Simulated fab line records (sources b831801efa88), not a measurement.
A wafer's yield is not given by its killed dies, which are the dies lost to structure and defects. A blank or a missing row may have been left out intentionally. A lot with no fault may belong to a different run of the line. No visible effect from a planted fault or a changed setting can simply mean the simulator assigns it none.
fab line records    flow sfqLine    part 2 of 2: steps 29 to 40 of 40
[record] lots = 5  wafers = 15  lastDay = 86
route steps=325 shown JJ@188 M5@198 A5B@209 R5@212
lots that met no fault: from a run of the same line without faults
startH: start of the lot's first displayed wafer, in hours after the record's first day    waitH: how many hours have passed since the lot's step before this one    " repeats the value in the row above    L1.1+2: a row that stands for several wafers    - no value present, or no start provided    * or withheld: withheld    < > ~ a bound
route shown NAME@n: names a module that has steps shown in the file, with the first one's number in the route    usual: mean/standard deviation of fault-free wafers    same: alike in all rows    chamber/n: place in a boat    sites: the reading at each site    _std_site: how widely they spread, as a standard deviation    _edge_site: inner sites' mean taken away from outer sites' mean    radiusMm: how far each site lies from the wafer's centre    mask NAME#n: copy n    behind: the last tool/chamber to shape the wafer    hold: what put the lot on hold/how long, in hours/how the hold closed    device: names the non-switching transistor (n, p or np)    end of line: the tests these same wafers got at the end of their route    a step with no rows: only its recipe    killed: dies lost to structure and defects at the first sort, not the wafer's yield    map: dies across one wafer; x = killed, . = not, _ = none there
set.NAME: setting as actually run; set.NAME@STEP: the setting as run at that earlier step    model.NAME: the simulator's own value behind a step, which no gauge read
certain route steps with their lots: each step a table, each wafer a row
services: from which hour (startH, from the record's first day; less than 0 if before it) a tool's chamber was out of use, for how many hours, and why
[[steps]]
[step SFQ_R5_THK_MEAS_934]
[recipe] thkMeasGauge = xrf  reads = MoNx_of_TRILAYER_R5_DEP_SPUTTER_133
[usual] R5_MONX_THK = 39.6/0.48
lot.wafer  tool          chamber  startH   waitH  R5_MONX_THK[nm]
L074.3     filmMetro-03  -        1179.20  0.1    39.9
L074.4     "             -        "        "      40.0
L074.5     "             -        "        "      39.5
L076.2     filmMetro-04  -        1182.19  0.1    39.3
L076.3     "             -        "        "      39.8
L076.5     "             -        "        "      40.0
L079.2     filmMetro-01  -        1194.19  0.1    39.7
L079.5     "             -        "        "      40.3
L079.6     "             -        "        "      39.8
L090.1     filmMetro-04  -        1468.07  0.1    40.1
L090.4     "             -        "        "      40.1
L090.6     "             -        "        "      39.7
L092.1     filmMetro-03  -        1625.31  0.1    39.4
L092.3     "             -        "        "      39.8
L092.5     "             -        "        "      39.8
[step SFQ_TRILAYER_R5_LITHO_COAT_141]
[recipe] resist = BARC  spinRpm = 3000  resistThkNm = 62
lot.wafer   tool           chamber  startH   waitH
L074.3+4+5  lithoTrack-04  0        1179.34  0.1
L076.2+3+5  lithoTrack-02  0        1182.29  0.1
L079.2+5+6  lithoTrack-02  0        1194.29  0.1
L090.1+4+6  lithoTrack-02  0        1468.13  0.1
L092.1+3+5  lithoTrack-01  0        1625.37  0.1
[step SFQ_TRILAYER_R5_LITHO_COAT_136]
[recipe] resist = KrF  spinRpm = 3000  resistThkNm = 600
lot.wafer   tool           chamber  startH   waitH
L074.3+4+5  lithoTrack-04  0        1179.64  0.2
L076.2+3+5  lithoTrack-02  0        1182.59  0.2
L079.2+5+6  lithoTrack-02  0        1194.59  0.2
L090.1+4+6  lithoTrack-02  0        1468.43  0.2
L092.1+3+5  lithoTrack-01  0        1625.67  0.2
[step SFQ_TRILAYER_R5_LITHO_SOFTBAKE_140]
[recipe] tempC = withheld  timeS = withheld  resist = KrF
lot.wafer   tool           chamber  startH   waitH
L074.3+4+5  lithoTrack-04  0        1179.89  0.2
L076.2+3+5  lithoTrack-02  0        1182.87  0.2
L079.2+5+6  lithoTrack-02  0        1194.87  0.2
L090.1+4+6  lithoTrack-02  0        1468.73  0.2
L092.1+3+5  lithoTrack-01  0        1625.97  0.2
[step SFQ_TRILAYER_R5_LITHO_EXPOSE_137]
[recipe] maskId = R5  na = 0.6  sourceShape = conventional  sigmaOuter = 0.65  targetCdNm = 500  doseMj = 14.4
lot.wafer   tool           chamber  startH   waitH  mask
L074.3+4+5  krfScanner-01  0        1309.73  -      R5#0
L076.2+3+5  krfScanner-01  0        1313.13  -      R5#0
L079.2+5+6  krfScanner-01  0        1332.32  -      R5#0
L090.1+4+6  krfScanner-01  0        1597.22  -      R5#0
L092.1+3+5  krfScanner-01  0        1628.50  -      R5#0
[step SFQ_TRILAYER_R5_LITHO_PEB_139]
[recipe] pebTempC = 115  pebTimeS = 60  resist = KrF
lot.wafer   tool           chamber  startH   waitH
L074.3+4+5  lithoTrack-02  0        1310.58  0.7
L076.2+3+5  lithoTrack-04  0        1314.15  0.8
L079.2+5+6  lithoTrack-01  0        1333.34  0.8
L090.1+4+6  lithoTrack-01  0        1598.42  1.0
L092.1+3+5  lithoTrack-01  0        1629.70  1.0
[step SFQ_TRILAYER_R5_LITHO_DEVELOP_138]
[recipe] timeS = 60  resist = KrF
lot.wafer   tool           chamber  startH   waitH
L074.3+4+5  lithoTrack-02  0        1310.73  0.1
L076.2+3+5  lithoTrack-04  0        1314.30  0.1
L079.2+5+6  lithoTrack-01  0        1333.49  0.1
L090.1+4+6  lithoTrack-01  0        1598.57  0.1
L092.1+3+5  lithoTrack-01  0        1629.85  0.1
[step SFQ_R5_OVL_MEAS_935]
[usual] R5_OVL = 2/5.6
lot.wafer  tool        chamber  startH   waitH  R5_OVL[nm]
L074.3     overlay-02  -        1310.84  0.1    7
L074.4     "           -        "        "      -2
L074.5     "           -        "        "      0
L076.2     overlay-02  -        1314.43  0.1    2
L076.3     "           -        "        "      -3
L076.5     "           -        "        "      -2
L079.2     overlay-01  -        1333.62  0.1    1
L079.5     "           -        "        "      6
L079.6     "           -        "        "      0
L090.1     overlay-01  -        1598.72  0.1    4
L090.4     "           -        "        "      8
L090.6     "           -        "        "      5
L092.1     overlay-01  -        1630.00  0.1    -5
L092.3     "           -        "        "      0
L092.5     "           -        "        "      -3
[step SFQ_TRILAYER_R5_BARC_OPEN_METAL_ETCH_177]
[recipe] maskMaterial = PR  chemistry = O2  targetDepthNm = 125  target = BARC  icpW = 600  biasW = 80  pressureMtorr = 10  timeS = 41.7
[usual] drypumpMotorCurrentA = 5.52/0.21  oesProductAu = 0.685/0.0044
lot.wafer  tool         chamber  startH   waitH  drypumpMotorCurrentA  oesProductAu  rfHoursCounterH
L074.3     rieMetal-02  0        1310.88  0.0    5.21                  0.686         -
L074.4     "            1        "        "      5.84                  0.691         -
L074.5     "            0        "        "      5.19                  0.684         -
L076.2     rieMetal-02  1        1314.46  0.0    5.83                  0.680         52
L076.3     "            1        "        "      5.83                  0.688         -
L076.5     "            0        "        "      5.21                  0.684         -
L079.2     rieMetal-01  1        1333.65  0.0    5.61                  0.684         63
L079.5     "            1        "        "      5.58                  0.684         -
L079.6     "            0        "        "      5.36                  0.692         -
L090.1     rieMetal-02  0        1598.75  0.0    5.23                  0.688         103
L090.4     "            1        "        "      5.83                  0.690         -
L090.6     "            0        "        "      5.20                  0.678         -
L092.1     rieMetal-01  0        1630.03  0.0    5.39                  0.691         12
L092.3     "            0        "        "      5.41                  0.686         -
L092.5     "            1        "        "      5.57                  0.691         -
[step SFQ_TRILAYER_R5_ETCH_METAL_ETCH_139]
[recipe] stopOn = SiO2  maskMaterial = PR  chemistry = Cl2  targetDepthNm = 60  icpW = 600  biasW = 80  pressureMtorr = 10  timeS = 40
[usual] drypumpMotorCurrentA = 5.52/0.21  oesProductAu = 0.989/0.0052
lot.wafer  tool         chamber  startH   waitH  drypumpMotorCurrentA  oesProductAu  rfHoursCounterH
L074.3     rieMetal-02  0        1310.94  0.0    5.23                  0.986         -
L074.4     "            1        "        "      5.82                  0.984         -
L074.5     "            0        "        "      5.22                  0.997         -
L076.2     rieMetal-02  1        1314.52  0.0    5.80                  0.990         52
L076.3     "            1        "        "      5.81                  0.982         -
L076.5     "            0        "        "      5.20                  0.992         -
L079.2     rieMetal-01  1        1333.71  0.0    5.57                  0.989         63
L079.5     "            1        "        "      5.56                  0.989         -
L079.6     "            0        "        "      5.40                  0.979         -
L090.1     rieMetal-02  0        1598.81  0.0    5.22                  0.987         104
L090.4     "            1        "        "      5.82                  0.993         -
L090.6     "            0        "        "      5.21                  0.998         -
L092.1     rieMetal-01  0        1630.09  0.0    5.39                  0.990         12
L092.3     "            0        "        "      5.42                  0.995         -
L092.5     "            1        "        "      5.59                  0.996         -
[step SFQ_TRILAYER_R5_STRIP_STRIP_140]
[recipe] gas = O2  powerW = 200  platenTempC = 40  overashFraction = 0.65  chemistry = O2  pressureMtorr = 50
[usual] drypumpMotorCurrentA = 5.52/0.21  oesProductAu = 0.998/0.0069
lot.wafer  tool         chamber  startH   waitH  drypumpMotorCurrentA  oesProductAu  rfHoursCounterH
L074.3     rieMetal-02  0        1311.18  0.2    5.20                  0.998         -
L074.4     "            1        "        "      5.82                  0.996         -
L074.5     "            0        "        "      5.20                  1.002         -
L076.2     rieMetal-02  1        1314.58  0.0    5.84                  1.006         52
L076.3     "            1        "        "      5.83                  1.012         -
L076.5     "            0        "        "      5.21                  1.006         -
L079.2     rieMetal-01  1        1333.77  0.0    5.60                  0.995         63
L079.5     "            1        "        "      5.55                  1.007         -
L079.6     "            0        "        "      5.38                  0.990         -
L090.1     rieMetal-02  0        1598.87  0.0    5.21                  0.986         104
L090.4     "            1        "        "      5.80                  0.997         -
L090.6     "            0        "        "      5.19                  0.988         -
L092.1     rieMetal-01  0        1630.15  0.0    5.40                  0.998         12
L092.3     "            0        "        "      5.40                  0.989         -
L092.5     "            1        "        "      5.60                  0.988         -
[step SFQ_TRILAYER_R5_STRIP_SOLV_CLEAN_141]
[recipe] chemistry = NMP  tempC = 70  timeS = 600
lot.wafer   tool         chamber  startH   waitH
L074.3+4+5  wetBench-03  3,2,1    1311.58  0.2
L076.2+3+5  wetBench-03  5,0,1    1315.18  0.4
L079.2+5+6  wetBench-03  1,6,7    1334.37  0.4
L090.1+4+6  wetBench-04  3,2,4    1599.47  0.4
L092.1+3+5  wetBench-04  0,7,3    1630.75  0.4
[[services]]
tool           chamber  startH   hours  kind
rieMetal-02    -        999.87   0.5    repair
krfScanner-02  -        1008.36  7.2    pm
krfScanner-02  -        1040.34  1.6    repair
krfScanner-02  -        1063.46  0.3    repair
rieMetal-02    1        1075.55  18.5   repair
krfScanner-02  -        1094.86  4.0    pm
rieMetal-02    -        1104.99  5.5    repair
krfScanner-02  -        1111.61  1.3    pm
krfScanner-02  -        1147.41  0.8    pm
krfScanner-02  -        1158.51  1.0    pm
rieMetal-01    1        1183.37  1.2    repair
krfScanner-02  -        1228.84  1.5    pm
krfScanner-02  -        1286.62  1.3    pm
rieMetal-02    -        1298.99  0.2    repair
krfScanner-02  -        1317.35  0.8    pm
krfScanner-02  -        1327.45  1.0    pm
rieMetal-02    0        1361.22  2.4    repair
krfScanner-02  -        1363.94  0.6    repair
krfScanner-02  -        1365.88  3.6    pm
rieMetal-02    1        1387.53  2.1    repair
krfScanner-02  -        1395.40  0.2    repair
rieMetal-01    1        1464.32  3.7    repair
rieMetal-02    0        1476.11  10.8   repair
rieMetal-02    -        1576.83  2.8    pm
